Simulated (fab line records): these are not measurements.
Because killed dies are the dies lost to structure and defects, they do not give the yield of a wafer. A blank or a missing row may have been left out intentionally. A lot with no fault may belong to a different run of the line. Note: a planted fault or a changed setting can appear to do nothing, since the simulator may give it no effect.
Matching of chambers | flow sky130 | rie diel-04 running SKY_FIELD_ISO_ETCH_15: 4 sister chambers
The step etches the open film in CHF3/O2, stops on Si, target depth 180 nm, time 72 s. 4 wafers are shown with their chamber, then 7 later ones without.

== EACH WAFER AND ITS CHAMBER ==
wafer  | chamber | drypump motor current A (A)
L980.5 | 3       | 5.3
L980.6 | 0       | 6.2
L981.1 | 2       | 5.5
L981.5 | 1       | 4.7

== WAFERS MISSING THEIR CHAMBER ==
wafer  | drypump motor current A (A)
L981.6 | 5.5
L983.1 | 4.8
L983.6 | 6.3
L984.1 | 4.8
L984.2 | 6.3
L985.1 | 5.5
L985.5 | 4.7

== WHICH CHAMBER EACH ONE RAN IN ==
wafer  | from the rows above | in truth
L981.6 | 2                   | 2
L983.1 | 1                   | 1
L983.6 | 0                   | 0
L984.1 | 1                   | 1
L984.2 | 0                   | 0
L985.1 | 2                   | 2
L985.5 | 1                   | 1
Placed correctly: 7 of 7. Not placeable from these rows: 0. 0 placed wrongly.
How it was worked out, from the rows above alone: a wafer's distance from a chamber is the root of the sum, over the readings, of the square of ((its reading less the chamber's mean) divided by the reading's scatter). If the next closest chamber is less than 2 further off than the closest, the wafer can't be placed; otherwise it belongs to the closest. A chamber's mean is the mean of its shown wafers. The scatter (one wafer shown for each chamber): square how far every hidden wafer sits from the nearest shown wafer, average those squares and take the square root.
